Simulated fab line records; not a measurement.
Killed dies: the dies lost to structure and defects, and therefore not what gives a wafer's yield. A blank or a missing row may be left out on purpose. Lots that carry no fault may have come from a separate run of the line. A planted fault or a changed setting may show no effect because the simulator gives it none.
Matching of chambers | flow gf180mcu | GF_V3_CVD_02 on pecvd-03: 3 sister chambers
The step deposits SiO2 from TEOS, target thk 850 nm, time 94.851 s. 16 wafers are shown with their chamber, then 8 later ones without.

## WAFERS, EACH WITH ITS CHAMBER
wafer  | chamber | heater-power-w (W)
L076.1 | 1       | 891
L076.4 | 0       | 914
L076.5 | 1       | 730
L078.1 | 1       | 912
L078.3 | 0       | 920
L078.6 | 0       | 749
L080.1 | 0       | 860
L080.5 | 2       | 696
L080.6 | 0       | 906
L082.2 | 0       | 808
L082.4 | 0       | 871
L082.5 | 1       | 834
L083.2 | 1       | 754
L083.5 | 0       | 733
L083.6 | 2       | 647
L084.2 | 0       | 900

SIGNATURES (averages over the wafers above)
reading        | chamber 0 | chamber 1 | chamber 2 | scatter within a chamber
heater-power-w | 851.22    | 824.20    | 671.50    | 72.4
Rule: for each reading, subtract the chamber's mean from the wafer's reading, divide by that reading's scatter and square the result; add these up over the readings and take the root, which gives the wafer's distance from the chamber. The wafer belongs to the nearest chamber; if the next one is less than 2 further off, it can't be placed. The scatter: take each reading less its chamber's mean, square it, sum over the shown wafers, divide by the number of wafers less the number of chambers, and take the root.

## WAFERS WHOSE CHAMBER IS MISSING
wafer  | heater-power-w (W)
L084.5 | 567
L084.6 | 866
L092.1 | 806
L092.3 | 564
L092.5 | 860
L095.1 | 663
L095.3 | 833
L095.6 | 877

## THE CHAMBER EACH PASSED THROUGH
wafer  | from the rows above          | in truth
L084.5 | 2                            | 2
L084.6 | can't be placed: 0 or 1      | 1
L092.1 | can't be placed: 1 or 0 or 2 | 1
L092.3 | 2                            | 2
L092.5 | can't be placed: 0 or 1      | 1
L095.1 | 2                            | 2
L095.3 | can't be placed: 1 or 0      | 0
L095.6 | can't be placed: 0 or 1      | 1
Correctly placed: 3 of 8. Cannot be placed on the basis of these rows: 5; the candidates contain the true chamber in 5. Wrongly placed: 0.
